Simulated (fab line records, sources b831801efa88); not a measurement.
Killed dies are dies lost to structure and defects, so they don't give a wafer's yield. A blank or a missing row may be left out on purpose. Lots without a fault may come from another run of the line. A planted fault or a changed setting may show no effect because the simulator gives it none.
Split-lot experiment | flow gf180mcu | 5 lots, 23 wafers read, on a route of 602 steps

THE SPLIT
At GF_V1_SPUTTER_21 (material Ti, target thk 15 nm, time 80.02 s), the setting time_s was moved away from the recipe's 80.02 s on 8 of the 23 wafers read, by -13.2% to -4.9%. The other wafers ran this setting at the recipe's value.

The reading is taken at the split's own step.

THE READING
Ti_of_V1_SPUTTER_21.thk_nm (the simulator's own value, which no gauge read), in nm, at GF_V1_SPUTTER_21 (material Ti, target thk 15 nm, time 80.02 s). The file gives no usual value for it. The 15 wafers here that ran the recipe average 14.90 nm, standard deviation 0.23 nm.

wafer  | tool, chamber at the split | time_s as run, s | against the recipe | Ti_of_V1_SPUTTER_21.thk_nm, nm | against lot-mates on the recipe
L074.1 | pvd_sputter-04, -          | 80.02            | recipe             | 14.81                          | -
L074.2 | pvd_sputter-04, -          | 80.02            | recipe             | 14.77                          | -
L074.3 | pvd_sputter-04, -          | 80.02            | recipe             | 14.91                          | -
L078.1 | pvd_sputter-03, -          | 80.02            | recipe             | 14.78                          | -
L078.2 | pvd_sputter-03, -          | 73.22            | -8.5%              | 13.55                          | -1.24
L078.3 | pvd_sputter-03, -          | 80.02            | recipe             | 14.72                          | -
L078.4 | pvd_sputter-03, -          | 80.02            | recipe             | 14.87                          | -
L078.6 | pvd_sputter-03, -          | 73.22            | -8.5%              | 13.52                          | -1.27
L081.1 | pvd_sputter-04, -          | 76.07            | -4.9%              | 13.88                          | -0.85
L081.3 | pvd_sputter-04, -          | 80.02            | recipe             | 14.67                          | -
L081.4 | pvd_sputter-04, -          | 80.02            | recipe             | 14.72                          | -
L081.5 | pvd_sputter-04, -          | 76.07            | -4.9%              | 13.87                          | -0.86
L081.6 | pvd_sputter-04, -          | 80.02            | recipe             | 14.8                           | -
L082.1 | pvd_sputter-04, -          | 69.44            | -13.2%             | 12.93                          | -1.89
L082.3 | pvd_sputter-04, -          | 80.02            | recipe             | 14.81                          | -
L082.4 | pvd_sputter-04, -          | 80.02            | recipe             | 14.75                          | -
L082.5 | pvd_sputter-04, -          | 80.02            | recipe             | 14.91                          | -
L082.6 | pvd_sputter-04, -          | 69.44            | -13.2%             | 12.73                          | -2.09
L085.1 | pvd_sputter-02, -          | 80.02            | recipe             | 15.29                          | -
L085.2 | pvd_sputter-02, -          | 80.02            | recipe             | 15.41                          | -
L085.3 | pvd_sputter-02, -          | 80.02            | recipe             | 15.31                          | -
L085.4 | pvd_sputter-02, -          | 70.45            | -12.0%             | 13.6                           | -1.74
L085.6 | pvd_sputter-02, -          | 70.45            | -12.0%             | 13.46                          | -1.88

THE FIT
A straight line over all 23 wafers: Ti_of_V1_SPUTTER_21.thk_nm changes by +0.144 nm for each +1% of time_s; r = +0.95; the points scatter about the line by 0.25 nm.
The same after taking each lot's own level away (the mean of its wafers on the recipe; 23 wafers): +0.151 nm for each +1%; r = +1.00; scatter 0.071 nm.
On that fit, the largest move of time_s shifts the reading by 2 nm.
The lots' own levels span 14.730 to 15.337 nm, that is 2.7 times the standard deviation above.
So the lot-to-lot level changes the slope little: the two slopes agree.
Check: with one of the wafers moved furthest among these (-13.2%) left out of the fit, the line predicts -2.03 nm for it against its lot-mates. It came out at -1.89 nm against them.

OTHER SPLITS ON THESE WAFERS
These wafers also went through other splits before the reading. Each is held against what the fit with the lots' levels taken away leaves over:
other split on the same wafers   | wafers away from the commonest value | r with Ti_of_V1_SPUTTER_21.thk_nm (lot level and that fit taken away)
GF_CONTACT_ETCH_16 ion_energy_ev | 6                                    | +0.00
GF_CONTACT_CVD_24 temp_c         | 6                                    | -0.31
GF_M1_SPUTTER_02 time_s          | 4                                    | -0.03
GF_M1_PEB_12 peb_temp_c          | 8                                    | +0.14
GF_V1_CVD_02 time_s              | 6                                    | -0.04

THE FILE'S OWN FIT
Ti_of_V1_SPUTTER_21.thk_nm changes by +0.151 nm for each +1% of time_s, r = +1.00.
